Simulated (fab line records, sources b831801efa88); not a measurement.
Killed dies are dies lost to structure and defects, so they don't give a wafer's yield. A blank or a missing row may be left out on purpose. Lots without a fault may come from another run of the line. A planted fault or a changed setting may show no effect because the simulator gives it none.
A struck lot beside a sound one | flow sky130 | 35 steps out of a route of 708
Sound: wafers L966.2, L966.5, L966.6. Struck: wafers L970.3, L970.6. (L970.4 of the same lot was not struck and is left out.) The cause comes at the end.
At each step with rows: each side's tool, then ch and its chambers, then its first start. Under that, the readings that differ: sound wafers | struck wafers | difference of the means | sigmas: that difference in standard deviations of wafers without a fault.
alike: readings whose means differ by less than 2 such deviations, and words and numbers that are the same on both sides. not compared: withheld readings, readings that some wafer has no value for, bounds like >300 that may hide the same value, and numbers for which the record gives no deviation and whose values overlap.
The two part at a step that has a row with sigmas, a row that says differs or no value, or rows on one side only. Numbers that don't overlap but have no deviation are shown without sigmas and don't part them. A reading that every wafer of one side lacks parts them only if that side has two wafers or more.

first, 10 steps without rows for these wafers: SKY_METAL2_DEHYDRATE_07 (time 60 s); SKY_METAL2_HMDS_08 (prime time 60 s); SKY_METAL2_COAT_09 (resist thk 60 nm); SKY_METAL2_COAT_10 (resist thk 450 nm); SKY_METAL2_SOFTBAKE_11 (time 90 s); SKY_METAL2_EXPOSE_12 (exposes mask MM2, target cd 140 nm); SKY_METAL2_PEB_13; SKY_METAL2_DEVELOP_14 (develop time 60 s); SKY_METAL2_DESCUM_17 (chemistry O2, time 8 s); SKY_METAL2_ETCH_18 (etches BARC in N2/H2, stops on SiO2, time 45.9 s, target depth 60 nm).
SKY_METAL2_METAL_ETCH_19: etches the open film in Cl2/BCl3, stops on SiO2, target depth 360 nm, time 78 s.
  sound on rie_metal-04 ch 0,1, day 34 14:01; struck on rie_metal-04 ch 1, day 36 05:51
  alike: bcl3_flow_sccm, bias_w, drypump_motor_current_A, oes_product_au, rf_fwd_power_W, throttle_valve_pct
  not compared: rf_hours_counter_h
then, 23 steps without rows for these wafers: SKY_METAL2_STRIP_20 (strips in O2/N2); SKY_METAL2_STRIP_21 (strips in post etch residue remover, time 1200 s); SKY_METAL2_CLEAN_22 (cleans in IPA, time 180 s); SKY_METAL2_CLEAN_23 (cleans in O3/DIW); SKY_VIA2_HDPCVD_00 (deposits SiO2, target thk 1180 nm, time 196.7 s); SKY_VIA2_CMP_02 (polishes SiO2); SKY_VIA2_DEHYDRATE_04 (time 60 s); SKY_VIA2_HMDS_05 (prime time 60 s); SKY_VIA2_COAT_06 (resist thk 60 nm); SKY_VIA2_COAT_07 (resist thk 450 nm); SKY_VIA2_SOFTBAKE_08 (time 90 s); SKY_VIA2_EXPOSE_09 (exposes mask VIM2, target cd 200 nm); SKY_VIA2_PEB_10; SKY_VIA2_DEVELOP_11 (develop time 60 s); SKY_VIA2_ETCH_14 (etches BARC in N2/H2, stops on SiO2, time 45.9 s, target depth 60 nm); SKY_VIA2_ETCH_15 (etches SiO2 in C4F8/O2/Ar, stops on TiN, target depth 546 nm, time 84 s); SKY_VIA2_STRIP_16 (strips in O2/N2); SKY_VIA2_STRIP_17 (strips in post etch residue remover, time 1200 s); SKY_VIA2_CLEAN_18 (cleans in IPA, time 180 s); SKY_VIA2_CLEAN_19 (cleans in O3/DIW); SKY_VIA2_SPUTTER_20 (material TiN, target thk 20 nm, time 80 s); SKY_VIA2_CVD_21 (deposits W, target thk 420 nm, time 126.4 s); SKY_VIA2_CMP_24 (polishes, stops on SiO2, t overpolish 20 s, target thk 0 nm).
-- the record jumps here: 10 days lie between the struck wafers' starts before and after (it left off in module VIA2 and takes up again in module PAD_OPEN, whose first step shown is number 708 of the route) --
SKY_PAD_OPEN_PROBE_99:
  sound on prober-01, day 45 08:01; struck on prober-01, day 46 16:28
  reading                               | sound               | struck      | difference | sigmas
  defect_limited_yield (%)              | 80.1 82.7 81.5      | 72.6 72.4   | -8.9       | -4
  killed_at_M0_to_M3                    | 56 41 43            | 100 99      | +53        | +7
  killed_at_other                       | 3 0 1               | 0 0         | -1         | -2
  killed_dies                           | 98 85 91            | 135 136     | +44        | +4
  killed_on_rim                         | 20 13 14            | 25 26       | +10        | +3
  sort_bin_3_pad_short (%)              | 1.0 0.6 0.6         | 5.5 6.5     | +5.3       | +14
  sort_bin_5_function (%)               | 13.0 8.9 10.8       | 15.4 15.4   | +4.5       | +3
  sort_n_pass                           | 394 407 401         | 357 356     | -44        | -4
  sort_yield_pct (%)                    | 80.1 82.7 81.5      | 72.6 72.4   | -8.9       | -4
  model.etest.tester.sort_n_pass        | 394 407 401         | 357 356     | -44        |
  model.etest.tester.sort_yield_pct (%) | 80.08 82.72 81.5    | 72.56 72.36 | -8.97      |
  model.etest.tester.sort_bin_5_pct (%) | 13.01 8.943 10.77   | 15.45 15.45 | +4.54      |
  model.etest.tester.sort_bin_3_pct (%) | 1.016 0.6098 0.6098 | 5.488 6.504 | +5.251     |
  alike: killed_at_M4_up, killed_at_contacts, killed_at_front_end, killed_open, killed_short, sort_bin_6_memory

WHERE THEY PART
Only at SKY_PAD_OPEN_PROBE_99, within this record.

WHY: what the simulator had put in
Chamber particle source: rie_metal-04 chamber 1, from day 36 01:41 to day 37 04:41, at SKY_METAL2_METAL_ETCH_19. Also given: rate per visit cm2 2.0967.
